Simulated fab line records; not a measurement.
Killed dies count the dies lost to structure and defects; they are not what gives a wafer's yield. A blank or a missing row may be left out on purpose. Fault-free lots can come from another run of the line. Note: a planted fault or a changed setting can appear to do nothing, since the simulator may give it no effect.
A single fault, viewed from 2 desks ; flow gf180mcu ; only its own numbers are on each desk; what lay behind them is given at the end

## FOR THE TOOL OWNER'S DESK: pecvd-01
The tool's own readings at GF_SAB_CVD_00 (deposits SiO2 from TEOS, target thk 50 nm, time 4.9302 s): means of the sampled wafers that have a number, for each lot that ran on this tool. Any lot whose mean is over 4 standard deviations away from the usual mean is out of limits and marked OUT; that distance is given in the brackets.
Columns: A = heater_power_w at GF_SAB_CVD_00, usual 649 W; B = susceptor_temp_C at GF_SAB_CVD_00, usual 400.00 C
lot;first seen here;A;B
L321;day 14 20:47;647;400.08
L328;day 17 11:42;656;399.74
L335;day 19 17:20;652;400.01
L339;day 21 02:17;696;400.16
L342;day 22 06:31;686;399.90
This desk's verdict: no lot among the 5 shows anything out of limits.

## METROLOGY DESK
What the gauges read, lot by lot, whatever tool the lot ran on: means of the sampled wafers that have a number. Any lot whose mean is over 4 standard deviations away from the usual mean is out of limits and marked OUT; that distance is given in the brackets.
Columns: A = HV_LDD_4_TW at GF_HV_LDD_TW_MEAS_50, usual 563.3; B = SAB_CVD_00_THK at GF_SAB_THK_MEAS_01, usual 50.0 nm
lot;first seen here;A;B
L319;day 12 11:49;564.8;50.6
L320;day 12 21:12;561.5;50.2
L321;day 12 23:46;563.1;50.3
L328;day 15 10:40;559.7;60.3 (+19) OUT
L333;day 16 23:49;562.1;50.4
L335;day 17 13:33;564.7;50.2
L336;day 18 00:39;565.0;49.8
L337;day 18 06:57;565.1;49.6
L338;day 18 19:22;563.7;50.3
L339;day 18 21:05;567.0;50.1
L340;day 19 07:53;564.4;50.0
L341;day 19 17:31;565.2;49.8
L342;day 20 03:28;559.3;50.6
This desk's result: L328 out of limits, first on L328 (SAB_CVD_00_THK at GF_SAB_THK_MEAS_01), day 17 11:44. L319, L320, L321, L333, L335, L336, L337, L338, L339, L340, L341, L342: within limits.

## PUT TOGETHER
An alarm was possible from the metrology desk at day 17 11:44, on L328.
Nothing out of limits was seen by the tool owner's desk.
On record at the tool owner's desk: L328, within its limits.
The lots listed all ran GF_SAB_CVD_00 on pecvd-01.

## WHAT THE SIMULATOR HAD PUT IN
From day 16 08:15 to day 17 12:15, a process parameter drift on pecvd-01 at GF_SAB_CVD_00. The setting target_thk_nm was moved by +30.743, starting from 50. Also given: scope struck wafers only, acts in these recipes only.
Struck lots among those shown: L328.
Time in hours between the start of the fault and the first out-of-limits reading at each desk: metrology desk, 27.
